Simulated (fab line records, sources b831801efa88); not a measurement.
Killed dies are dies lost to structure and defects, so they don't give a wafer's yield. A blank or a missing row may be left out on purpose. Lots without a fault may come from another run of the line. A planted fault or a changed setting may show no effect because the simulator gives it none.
fab line records | flow sky130
record lots=7 wafers=18 last_day=50
route steps=708 shown LI_CONTACT@371 LOCAL_INTERCONNECT@387 PAD_OPEN@708
lots that met no fault: from a run of the same line without faults
start_h: hours from the record's first day to the start of the lot's first wafer shown | wait_h: hours since the lot's step before | " the same as in the row above | L1.1+2: a row that stands for several wafers | - no value, or no start given | * or withheld: withheld | < > ~ a bound
route shown NAME@n: a module of which the file shows steps, and the number in the route of the first | usual: mean/standard deviation of fault-free wafers | same: alike in all rows | chamber/n: place in a boat | sites: the reading at each site | _std_site: their standard deviation | _edge_site: outer sites' mean less inner sites' | radius_mm: how far each site lies from the wafer's centre | mask NAME#n: copy n | behind: the tool/chamber that last shaped the wafer | hold: why the lot was held/for how many hours/how that ended | device: the transistor (n, p or np) that didn't switch | end of line: the same wafers' tests at the end of the route | a step without rows: its recipe alone | killed: dies lost to structure and defects at the first sort, not the wafer's yield | map: a wafer's dies, x killed, . not, _ none there
set.NAME: the setting as run; set.NAME@STEP: as run at that earlier step | model.NAME: the simulator's own value behind a step, which no gauge read
lots at some steps of the route; a table a step, a row a wafer
services: from which hour (start_h, from the record's first day; less than 0 if before it) a tool's chamber was out of use, for how many hours, and why
## steps
# step SKY_LI_CONTACT_EXPOSE_09
# recipe mask_id=LICM1 na=0.8 source_shape=annular sigma_inner=0.55 sigma_outer=0.85 target_cd_nm=170 dose_mj=38
# step SKY_LI_CONTACT_PEB_10
# recipe peb_temp_c=withheld peb_time_s=withheld resist=KrF-thick
# step SKY_LI_CONTACT_DEVELOP_11
# recipe develop_time_s=60 resist=KrF-thick dev_temp_c=21
# step SKY_LI_CONTACT_CD_MEAS_12
# recipe target_cd_nm=170
# usual cd_nm=170.7/1.6
# columns lot.wafer tool chamber start_h wait_h cd_nm
L801.1 cd_sem-02 - 687.82 - 169.1
L801.3 " - " " 168.4
L801.6 " - " " 168.2
L807.1 cd_sem-01 - 755.76 - 168.3
L807.3 " - " " 168.0
L808.2 cd_sem-02 - 772.52 - 170.4
L808.3 " - " " 171.0
L809.3 cd_sem-02 - 773.10 - 170.1
L809.4 " - " " 170.0
L816.2 cd_sem-01 - 813.09 - 171.5
L816.4 " - " " 171.1
L816.6 " - " " 172.3
L818.2 cd_sem-01 - 837.38 - 171.1
L818.4 " - " " 172.5
L818.5 " - " " 173.1
L822.2 cd_sem-02 - 849.73 - 169.4
L822.4 " - " " 170.1
L822.6 " - " " 169.5
# step SKY_LI_CONTACT_OVL_MEAS_13
# usual LI_CONTACT_OVL=-2/4.8
# columns lot.wafer tool chamber start_h wait_h LI_CONTACT_OVL[nm]
L801.1 overlay-01 - 687.94 0.1 -2
L801.3 " - " " -11
L801.6 " - " " -8
L807.1 overlay-02 - 755.88 0.1 1
L807.3 " - " " 5
L808.2 overlay-02 - 772.62 0.1 -9
L808.3 " - " " -5
L809.3 overlay-02 - 773.19 0.1 -8
L809.4 " - " " -1
L816.2 overlay-01 - 813.20 0.1 -9
L816.4 " - " " -4
L816.6 " - " " -1
L818.2 overlay-02 - 837.48 0.1 2
L818.4 " - " " 2
L818.5 " - " " -4
L822.2 overlay-02 - 849.83 0.1 -7
L822.4 " - " " -8
L822.6 " - " " -9
# step SKY_LI_CONTACT_ETCH_14
# recipe chemistry=N2/H2 target=BARC ion_energy_ev=200 source_w=500 bias_w=100 pressure_mtorr=30 n2_flow_sccm=100 h2_flow_sccm=200 stop_on=SiO2 time_s=45.9 target_depth_a=600
# usual drypump_motor_current_A=5.8/0.43 oes_product_au=0.854/0.0044 throttle_valve_pct=13.225/0.0093
# columns lot.wafer tool chamber start_h wait_h drypump_motor_current_A oes_product_au rf_hours_counter_h throttle_valve_pct
L801.1 rie_diel-04 3 687.98 0.0 6.7 0.858 11 13.224
L801.3 " 2 " " 5.6 0.850 14 13.244
L801.6 " 0 " " 4.9 0.855 - 13.220
L807.1 rie_diel-03 0 755.91 0.0 5.9 0.856 12 13.239
L807.3 " 2 " " 5.4 0.851 36 13.225
L808.2 rie_diel-04 1 772.65 0.0 5.7 0.851 7 13.219
L808.3 " 0 " " 4.9 0.859 9 13.228
L809.3 rie_diel-03 0 773.21 0.0 5.9 0.854 13 13.221
L809.4 " 2 " " 5.4 0.841 37 13.235
L816.2 rie_diel-03 3 813.23 0.0 5.8 0.853 7 13.222
L816.4 " 0 " " 5.8 0.855 - 13.226
L816.6 " 3 " " 5.8 0.848 - 13.219
L818.2 rie_diel-03 3 837.51 0.0 5.8 0.861 8 13.227
L818.4 " 2 " " 5.4 0.852 1 13.213
L818.5 " 1 " " 5.7 0.858 - 13.210
L822.2 rie_diel-02 3 849.86 0.0 5.8 0.853 1 13.226
L822.4 " 2 " " 6.3 0.856 5 13.248
L822.6 " 2 " " 6.3 0.848 - 13.214
# step SKY_LI_CONTACT_ETCH_15
# recipe target=PSG chemistry=C4F8/O2/Ar stop_on=Si taper_deg=4.15 mask_material=KrF-thick source_w=1500 bias_w=1200 pressure_mtorr=40 c4f8_flow_sccm=withheld O2_flow_sccm=6 Ar_flow_sccm=300 time_s=withheld target_depth_a=6000
# usual oes_product_au=0.837/0.0051
# columns lot.wafer tool chamber start_h wait_h oes_product_au
L801.1 rie_diel-04 3 688.02 0.0 0.848
L801.3 " 2 " " 0.847
L801.6 " 0 " " 0.838
L807.1 rie_diel-03 0 755.95 0.0 0.832
L807.3 " 2 " " 0.841
L808.2 rie_diel-04 1 772.70 0.0 0.838
L808.3 " 0 " " 0.842
L809.3 rie_diel-03 0 773.25 0.0 0.833
L809.4 " 2 " " 0.839
L816.2 rie_diel-03 3 813.27 0.0 0.840
L816.4 " 0 " " 0.836
L816.6 " 3 " " 0.834
L818.2 rie_diel-03 3 837.55 0.0 0.845
L818.4 " 2 " " 0.840
L818.5 " 1 " " 0.841
L822.2 rie_diel-02 3 849.90 0.0 0.840
L822.4 " 2 " " 0.824
L822.6 " 2 " " 0.842
# step SKY_LI_CONTACT_STRIP_16
# recipe chemistry=O2/N2 power_w=1400 pressure_mtorr=1500 platen_temp_c=withheld o2_flow_sccm=3000 n2_flow_sccm=300 overash_fraction=0.5
# usual drypump_motor_current_A=5.6/0.51 oes_product_au=0.374/0.0045 strip_time_to_endpoint_s=3.47/0.034
# columns lot.wafer tool chamber start_h wait_h drypump_motor_current_A oes_product_au rf_hours_counter_h strip_time_to_endpoint_s
L801.1 plasma_asher-02 1 688.10 - 4.7 0.369 26 3.39
L801.3 " 1 " " 4.7 0.376 - 3.37
L801.6 " 0 " " 5.7 0.381 - 3.46
L807.1 plasma_asher-02 1 756.04 - 4.7 0.381 34 3.49
L807.3 " 0 " " 5.7 0.373 - 3.53
L808.2 plasma_asher-02 1 772.78 - 4.7 0.370 36 3.49
L808.3 " 0 " " 5.7 0.372 - 3.48
L809.3 plasma_asher-03 1 773.37 - 5.9 0.370 - 3.47
L809.4 " 0 " " 6.2 0.372 - 3.50
L816.2 plasma_asher-03 1 813.36 - 5.9 0.375 91 3.47
L816.4 " 0 " " 6.2 0.373 - 3.48
L816.6 " 1 " " 5.9 0.369 - 3.51
L818.2 plasma_asher-02 1 837.64 - 4.7 0.372 42 3.46
L818.4 " 0 " " 5.7 0.373 - 3.45
L818.5 " 0 " " 5.7 0.379 - 3.52
L822.2 plasma_asher-03 1 849.99 - 5.9 0.377 94 3.51
L822.4 " 1 " " 5.9 0.377 - 3.48
L822.6 " 1 " " 5.9 0.372 - 3.49
# step SKY_LI_CONTACT_CLEAN_17
# recipe chemistry=NMP time_s=600 temp_c=60 dry=n2_spin
# step SKY_LI_CONTACT_PRE_CLEAN_18
# recipe gas=Ar time_s=5.6 bias_v=358
# step SKY_LI_CONTACT_SPUTTER_19
# recipe material=Ti target_thk_nm=20 chamber_pressure_pa=5 power_w=2500 substrate_temp_c=200 time_s=106.37
# usual chamber_pressure_pa=4.999/0.011 throttle_valve_pct=29.6/0.84
# columns lot.wafer tool chamber start_h wait_h chamber_pressure_pa throttle_valve_pct
L801.1 pvd_sputter-04 - 688.40 0.0 5.016 31.4
L801.3 " - " " 4.989 28.4
L801.6 " - " " 4.994 29.8
L807.1 pvd_sputter-03 - 756.33 0.0 4.998 28.7
L807.3 " - " " 5.002 30.0
L808.2 pvd_sputter-02 - 773.08 0.0 4.977 27.9
L808.3 " - " " 5.010 29.4
L809.3 pvd_sputter-02 - 773.63 0.0 5.000 29.0
L809.4 " - " " 5.000 30.1
L816.2 pvd_sputter-02 - 813.65 0.0 4.986 28.3
L816.4 " - " " 5.010 29.6
L816.6 " - " " 4.980 28.3
L818.2 pvd_sputter-04 - 837.93 0.0 5.001 28.2
L818.4 " - " " 4.994 29.7
L818.5 " - " " 5.004 29.7
L822.2 pvd_sputter-03 - 850.28 0.0 4.993 28.7
L822.4 " - " " 5.002 30.0
L822.6 " - " " 5.001 28.8
# step SKY_LI_CONTACT_SPUTTER_20
# recipe material=TiN target_thk_nm=20 chamber_pressure_pa=5 power_w=4000 time_s=80
# usual chamber_pressure_pa=5.000/0.0095 throttle_valve_pct=29.6/0.8
# columns lot.wafer tool chamber start_h wait_h chamber_pressure_pa throttle_valve_pct
L801.1 pvd_sputter-04 - 688.48 0.0 5.003 31.3
L801.3 " - " " 5.011 28.5
L801.6 " - " " 5.015 30.3
L807.1 pvd_sputter-03 - 756.41 0.0 5.010 28.9
L807.3 " - " " 4.991 29.9
L808.2 pvd_sputter-02 - 773.15 0.0 4.991 28.2
L808.3 " - " " 5.001 29.5
L809.3 pvd_sputter-02 - 773.71 0.0 5.006 29.1
L809.4 " - " " 4.997 29.6
L816.2 pvd_sputter-02 - 813.73 0.0 5.001 28.1
L816.4 " - " " 5.006 29.7
L816.6 " - " " 4.992 28.3
L818.2 pvd_sputter-04 - 838.01 0.0 4.997 28.4
L818.4 " - " " 4.994 29.9
L818.5 " - " " 4.982 30.0
L822.2 pvd_sputter-03 - 850.36 0.0 5.011 29.0
L822.4 " - " " 5.014 30.0
L822.6 " - " " 5.012 29.0
# step SKY_LI_CONTACT_CVD_21
# recipe material=W target_thk_nm=400 time_s=120.56 temp_c=400 pressure_torr=40
# usual heater_power_w=848/51
# columns lot.wafer tool chamber start_h wait_h heater_power_w model.W_of_LI_CONTACT_CVD_21.thk_nm
L801.1 cvd_w-02 1 688.54 0.0 836 408
L801.3 " 1 " " 831 404.4
L801.6 " 1 " " 858 405.9
L807.1 cvd_w-02 1 756.47 0.0 841 559.1
L807.3 " 1 " " 816 557.8
L808.2 cvd_w-02 0 773.31 0.1 876 393.5
L808.3 " 1 " " 834 564
L809.3 cvd_w-02 1 773.81 0.1 834 557.4
L809.4 " 0 " " 885 389
L816.2 cvd_w-01 0 813.79 0.0 783 411.9
L816.4 " 1 " " 930 402.7
L816.6 " 0 " " 788 406.4
L818.2 cvd_w-01 1 838.07 0.0 912 401.8
L818.4 " 1 " " 907 401.4
L818.5 " 1 " " 925 400.5
L822.2 cvd_w-01 0 850.42 0.0 763 402.3
L822.4 " 0 " " 781 395.5
L822.6 " 1 " " 900 392.2
# step SKY_LI_CONTACT_RS_MEAS_22
# recipe thk_meas_gauge=four-point-probe reads=W_of_LI_CONTACT_CVD_21+TiN_of_LI_CONTACT_SPUTTER_20+Ti_of_LI_CONTACT_SPUTTER_19
# usual LI_CONTACT_W_RS=0.284/0.0037
# columns lot.wafer tool chamber start_h wait_h hold LI_CONTACT_W_RS[ohm/sq]
L801.1 film_metro-03 - 688.66 0.1 - 0.279
L801.3 " - " " - 0.282
L801.6 " - " " - 0.280
L807.1 film_metro-04 - 756.60 0.1 await_dispo/0.2h/release 0.203
L807.3 " - " " await_dispo/0.2h/release 0.204
L807.1 film_metro-04 - 756.88 0.3 - 0.203
L807.3 " - " " - 0.204
L808.2 film_metro-02 - 773.45 0.1 await_dispo/0.2h/release 0.290
L808.3 " - " " await_dispo/0.2h/release 0.202
L808.2 film_metro-02 - 773.74 0.3 - 0.289
L808.3 " - " " - 0.202
L809.3 film_metro-04 - 773.94 0.1 await_dispo/0.2h/release 0.204
L809.4 " - " " await_dispo/0.2h/release 0.292
L809.3 film_metro-04 - 774.36 0.4 - 0.204
L809.4 " - " " - 0.292
L816.2 film_metro-03 - 813.93 0.1 - 0.277
L816.4 " - " " - 0.283
L816.6 " - " " - 0.280
L818.2 film_metro-04 - 838.22 0.1 - 0.284
L818.4 " - " " - 0.284
L818.5 " - " " - 0.284
L822.2 film_metro-04 - 850.57 0.1 - 0.283
L822.4 " - " " - 0.288
L822.6 " - " " - 0.291
# step SKY_LI_CONTACT_THK_MEAS_23
# recipe thk_meas_gauge=xrf reads=W_of_LI_CONTACT_CVD_21
# usual LI_CONTACT_W_THK=416/6.3
# columns lot.wafer tool chamber start_h wait_h hold LI_CONTACT_W_THK[nm]
L801.1 film_metro-03 - 688.78 0.1 - 420
L801.3 " - " " - 421
L801.6 " - " " - 417
L807.1 film_metro-04 - 758.37 1.5 await_dispo/0.2h/release -
L807.3 " - " " await_dispo/0.2h/release -
L807.1 film_metro-04 - 758.71 0.3 - -
L807.3 " - " " - -
L809.3 film_metro-04 - 775.72 1.3 await_dispo/0.2h/release -
L809.4 " - " " await_dispo/0.2h/release 404
L809.3 film_metro-04 - 775.95 0.2 - -
L809.4 " - " " - 404
L808.2 film_metro-02 - 777.73 4.0 await_dispo/0.2h/release 411
L808.3 " - " " await_dispo/0.2h/release -
L808.2 film_metro-02 - 777.95 0.2 - 411
L808.3 " - " " - -
L816.2 film_metro-03 - 814.04 0.1 - 422
L816.4 " - " " - 411
L816.6 " - " " - 415
L818.2 film_metro-04 - 838.33 0.1 - 413
L818.4 " - " " - 409
L818.5 " - " " - 409
L822.2 film_metro-04 - 850.68 0.1 - 418
L822.4 " - " " - 407
L822.6 " - " " - 405
# step SKY_LI_CONTACT_CMP_24
# recipe stop_on=PSG t_overpolish_s=20 down_force_psi=3.5 platen_rpm=60 target_thk_nm=0 pad_velocity_m_s=0.94248
# usual motor_current_A=10.7/0.7 platen_rpm=59.99/0.039 time_to_endpoint_s=96/4.3
# columns lot.wafer tool chamber start_h wait_h hold motor_current_A platen_rpm time_to_endpoint_s
L801.1 cmp-02 3 688.94 0.1 - 10.2 59.98 98
L801.3 " 0 " " - 11.4 59.96 95
L801.6 " 2 " " - 10.3 60.01 94
L807.3 cmp-02 2 762.83 4.1 await_dispo/4.1h/release 10.8 59.97 132
L807.1 " 3 " " await_dispo/4.1h/release 10.6 59.94 134
L809.4 cmp-01 0 780.71 4.7 await_dispo/4.7h/release 9.8 60.01 90
L809.3 " 3 " " await_dispo/4.7h/release 10.5 60.02 138
L808.3 cmp-02 2 783.14 5.2 await_dispo/4.8h/release 10.8 59.97 136
L808.2 " 1 " " await_dispo/4.8h/release 10.2 60.01 95
L816.2 cmp-02 3 814.14 0.1 - 10.0 59.99 104
L816.4 " 0 " " - 11.0 59.95 96
L816.6 " 3 " " - 10.0 60.00 103
L818.2 cmp-01 2 838.43 0.1 - 11.5 60.05 96
L818.4 " 3 " " - 11.2 60.00 98
L818.5 " 2 " " - 12.3 60.09 96
L822.2 cmp-02 2 850.73 0.0 - 11.2 60.01 96
L822.4 " 1 " " - 10.2 59.97 95
L822.6 " 2 " " - 10.6 59.94 90
# step SKY_LOCAL_INTERCONNECT_SPUTTER_00
# recipe material=TiN target_thk_nm=100 temp_c=300 power_w=6500 time_s=83.3 chamber_pressure_pa=0.4
# step SKY_PAD_OPEN_PROBE_99
# usual killed_at_M0_to_M3=43/7.8 killed_at_M4_up=3.2/1.7 killed_at_contacts=24/5.2 killed_at_front_end=15/4.5 killed_at_other=0.4/0.65 killed_dies=87/9.1 killed_open=47/7.3 killed_short=40/6.5
# same gross_dies=492 killed_at_back_side=0
# columns lot.wafer tool chamber start_h wait_h killed_at_M0_to_M3 killed_at_M4_up killed_at_contacts killed_at_front_end killed_at_other killed_dies killed_open killed_short
L807.1 prober-01 - 1130.07 0.1 27 2 21 22 1 73 33 39
L807.3 prober-01 - 1130.17 0.2 43 4 25 21 1 94 52 41
L808.2 prober-02 - 1142.22 0.1 49 3 21 18 0 91 52 39
L808.3 prober-02 - 1142.27 0.2 53 4 24 18 2 101 60 40
L809.3 prober-01 - 1144.13 0.2 50 1 28 16 1 96 54 42
L809.4 prober-01 - 1144.18 0.2 48 1 19 20 0 88 50 38
L818.2 prober-02 - 1187.34 0.1 42 4 26 14 0 86 55 31
L818.4 prober-02 - 1187.44 0.2 47 7 19 10 0 83 48 35
L818.5 prober-02 - 1187.49 0.2 48 5 24 13 0 90 50 40
# killed by level:class
L807.1 POLY_GATE:geometric_particle:short=7 LI_CONTACT:geometric_particle:open=6 CONTACT:geometric_particle:open=5 VIA1:geometric_particle:open=5 VIA3:geometric_particle:open=5 FIELD_ISO:geometric_particle:short=4 FIELD_ISO:geometric_particle:open=4 CONTACT:geometric_particle:short=4
L807.3 CONTACT:geometric_particle:open=11 METAL2:geometric_particle:short=7 VIA1:geometric_particle:open=7 VIA3:geometric_particle:open=7 LI_CONTACT:geometric_particle:open=6 FIELD_ISO:geometric_particle:open=5 POLY_GATE:geometric_particle:open=5 METAL1:geometric_particle:short=5
L808.2 VIA1:geometric_particle:open=10 VIA2:geometric_particle:open=10 FIELD_ISO:geometric_particle:open=7 VIA3:geometric_particle:open=6 CONTACT:geometric_particle:short=6 METAL1:geometric_particle:short=6 LI_CONTACT:geometric_particle:open=5 CONTACT:geometric_particle:open=5
L808.3 VIA1:geometric_particle:open=18 VIA2:geometric_particle:open=11 CONTACT:geometric_particle:open=9 LI_CONTACT:geometric_particle:short=6 CONTACT:geometric_particle:short=6 VIA3:geometric_particle:open=6 POLY_GATE:geometric_particle:short=5 VIA1:geometric_particle:short=4
L809.3 VIA1:geometric_particle:open=17 LI_CONTACT:geometric_particle:open=9 POLY_GATE:geometric_particle:open=6 CONTACT:geometric_particle:short=6 METAL2:geometric_particle:short=6 CONTACT:geometric_particle:open=6 VIA3:geometric_particle:open=6 LOCAL_INTERCONNECT:geometric_particle:short=5
L809.4 VIA1:geometric_particle:open=17 CONTACT:geometric_particle:open=11 FIELD_ISO:geometric_particle:open=6 POLY_GATE:geometric_particle:short=5 METAL2:geometric_particle:short=5 METAL1:geometric_particle:short=5 POLY_GATE:geometric_particle:open=4 VIA2:geometric_particle:short=4
L818.2 VIA1:geometric_particle:open=14 VIA2:geometric_particle:open=10 CONTACT:geometric_particle:open=8 FIELD_ISO:geometric_particle:open=5 LI_CONTACT:geometric_particle:open=5 LOCAL_INTERCONNECT:geometric_particle:short=5 VIA3:geometric_particle:open=5 CONTACT:geometric_particle:short=4
L818.4 VIA3:geometric_particle:open=10 CONTACT:geometric_particle:open=8 VIA1:geometric_particle:open=8 VIA2:geometric_particle:open=8 METAL4:geometric_particle:short=7 METAL2:geometric_particle:short=7 VIA1:geometric_particle:short=5 LI_CONTACT:geometric_particle:open=4
L818.5 CONTACT:geometric_particle:open=11 VIA1:geometric_particle:open=11 METAL1:geometric_particle:short=7 VIA3:geometric_particle:open=7 METAL2:geometric_particle:short=6 VIA2:geometric_particle:open=6 VIA3:geometric_particle:short=5 FIELD_ISO:geometric_particle:open=4
## services
# columns tool chamber start_h hours kind
pvd_sputter-02 - 664.76 2.0 repair
cmp-02 - 667.15 5.2 pm
cvd_w-02 - 719.27 0.5 repair
pvd_sputter-02 - 728.73 6.8 repair
pvd_sputter-02 - 734.99 3.5 repair
rie_diel-03 - 735.82 14.6 pm
cmp-01 - 744.15 4.0 pm
cvd_w-01 - 755.44 19.2 repair
cvd_w-01 0 769.08 3.1 repair
cmp-01 - 777.44 0.9 repair
rie_diel-04 0 778.33 11.9 repair
rie_diel-03 0 780.75 2.1 repair
cmp-01 - 781.58 5.0 pm
rie_diel-02 2 787.14 2.9 repair
cvd_w-01 1 788.79 10.5 repair
pvd_sputter-04 - 789.37 1.3 repair
plasma_asher-02 - 799.19 0.6 repair
cvd_w-02 - 800.95 1.3 repair
rie_diel-03 2 803.13 - clean
rie_diel-03 2 803.13 12.5 scheduled_down
rie_diel-04 1 814.86 4.7 repair
pvd_sputter-02 - 815.49 1.7 repair
rie_diel-04 - 839.80 2.8 pm
pvd_sputter-03 - 841.88 4.9 repair
## key
first_sign step=SKY_LI_CONTACT_RS_MEAS_22 reading=visit direction=added
effect step=SKY_LI_CONTACT_RS_MEAS_22 reading=LI_CONTACT_W_RS direction=down sigmas=22 usual=0.284 struck=0.203
effect step=SKY_LI_CONTACT_THK_MEAS_23 reading=visit direction=added
effect step=SKY_LI_CONTACT_CMP_24 reading=time_to_endpoint_s direction=up sigmas=9.1 usual=* struck=*
model_effect step=SKY_LI_CONTACT_CVD_21 value=W_of_LI_CONTACT_CVD_21.thk_nm without=404.7 struck=559.6
met_at SKY_LI_CONTACT_CVD_21
struck_wafers L807.1,L807.3,L808.3,L809.3
tester_left_out L807,L808,L809
onset_between 688.54 756.47
fault kind=process_parameter_drift tool=cvd_w-02 chamber=- onset_h=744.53 steps=SKY_LI_CONTACT_CVD_21 channel=target_thk_nm offset=154.26 shape=step end_h=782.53 scope=struck_wafers_only acts_in=these_recipes_only stated=400
# tester_left_out: of these lots the tester's yield and bins aren't shown, on N5 and GAA mostly nor the transistor test; their killed dies are dies lost to structure and defects alone, not to doping, threshold or leakage, so they don't give the yield
